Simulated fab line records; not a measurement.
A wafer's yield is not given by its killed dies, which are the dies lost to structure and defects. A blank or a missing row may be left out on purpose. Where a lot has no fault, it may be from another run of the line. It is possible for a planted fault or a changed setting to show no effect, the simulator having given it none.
The tool behind it: which one? | flow sky130 | 6 lots with 18 wafers sampled at 2 steps, on a route of 708 steps

## WHAT THE GAUGES READ, wafer by wafer
SKY_SD_P_OVL_MEAS_08.
lot  | measured     | on         | SD_P_OVL (nm)
L960 | day 25 17:28 | overlay-02 | 1.7 0.6 0.7
L963 | day 26 22:41 | overlay-02 | 0.4 0.6 -0.1
L975 | day 31 07:07 | overlay-01 | -1.1 -1.3 -1.3
L976 | day 31 12:58 | overlay-02 | 1.8 1.1 1.0
L979 | day 32 03:40 | overlay-02 | -1.5 -0.2 -1.1
L981 | day 32 22:13 | overlay-01 | 0.2 0.5 -0.5

## TOOL THAT RAN EACH LOT (tool first, then ch and the chambers of the sampled wafers, then the start)
lot  | SKY_LDD_LDN_STRIP_12
L960 | plasma_asher-01 ch 0,1, day 23 04:49
L963 | plasma_asher-01 ch 0,1, day 24 11:11
L975 | plasma_asher-01 ch 0,1, day 28 14:29
L976 | plasma_asher-03 ch 0,1, day 29 02:54
L979 | plasma_asher-03 ch 0,1, day 29 18:04
L981 | plasma_asher-02 ch 0,1, day 30 15:43
- SKY_LDD_LDN_STRIP_12: strips in O2/N2.

## THE ANSWER, worked out from the rows above alone
Rule: what is usual is taken from the lots themselves. Put in order of their means at a reading, lots are off if they are a third of the lots or fewer, leave a main group of 4 or more, and stand apart from it by a gap of 3 or more times the standard deviation of the main group's means; of several such gaps the widest counts. The tables above print the reading to a certain number of digits; a main group whose means all agree to those digits is not used. Also off: a lot with no number at a reading for which 4 or more lots have one. Where the step has rows for the other lots, those lots are counted as sound.
Nothing can be told from this: no lot is off at any reading shown.

## WHAT WAS PUT IN BY THE SIMULATOR
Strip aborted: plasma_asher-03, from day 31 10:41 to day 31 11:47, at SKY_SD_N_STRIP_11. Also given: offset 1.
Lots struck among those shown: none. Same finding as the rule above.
